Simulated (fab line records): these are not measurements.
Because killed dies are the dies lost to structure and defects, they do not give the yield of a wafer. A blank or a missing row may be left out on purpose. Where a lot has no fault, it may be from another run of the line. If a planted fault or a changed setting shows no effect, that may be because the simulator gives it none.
Chamber matching :: flow gf180mcu :: GF_CONTACT_CMP_27 on cmp-01: 4 sister chambers
The step polishes, stops on SiO2, t overpolish 15 s, target thk 0 nm. 4 wafers are shown with their chamber, then 7 later ones without.

## WAFERS WITH THEIR CHAMBER
wafer: L518.6
chamber: 1
time-to-endpoint-s (s): 78

wafer: L526.4
chamber: 0
time-to-endpoint-s (s): 83

wafer: L530.2
chamber: 3
time-to-endpoint-s (s): 79

wafer: L530.3
chamber: 2
time-to-endpoint-s (s): 69

## WAFERS WITH NO CHAMBER GIVEN
wafer: L530.5
time-to-endpoint-s (s): 71

wafer: L532.3
time-to-endpoint-s (s): 81

wafer: L532.4
time-to-endpoint-s (s): 69

wafer: L532.5
time-to-endpoint-s (s): 75

wafer: L533.2
time-to-endpoint-s (s): 75

wafer: L533.4
time-to-endpoint-s (s): 71

wafer: L533.6
time-to-endpoint-s (s): 79

## WHICH CHAMBER EACH WENT THROUGH
wafer: L530.5
from the rows above: 2
in truth: 2

wafer: L532.3
from the rows above: can't be placed: 0 or 3 or 1
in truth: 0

wafer: L532.4
from the rows above: 2
in truth: 2

wafer: L532.5
from the rows above: can't be placed: 1 or 3 or 2
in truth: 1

wafer: L533.2
from the rows above: can't be placed: 1 or 3 or 2
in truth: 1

wafer: L533.4
from the rows above: 2
in truth: 2

wafer: L533.6
from the rows above: can't be placed: 3 or 1 or 0
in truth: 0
Placed correctly: 3 of 7. Not placeable from these rows: 4 (in 4, the candidates include the true chamber). Number placed wrongly: 0.
How it was worked out, from the rows above alone: a wafer's distance from a chamber is the root of the sum, over the readings, of the square of ((its reading less the chamber's mean) divided by the reading's scatter). If the next closest chamber is less than 2 further off than the closest, the wafer can't be placed; otherwise it belongs to the closest. Each chamber's mean is taken over the wafers shown for it. The scatter: with one shown wafer a chamber, the root of the mean of the squares of how far each hidden wafer lies from its nearest shown one.
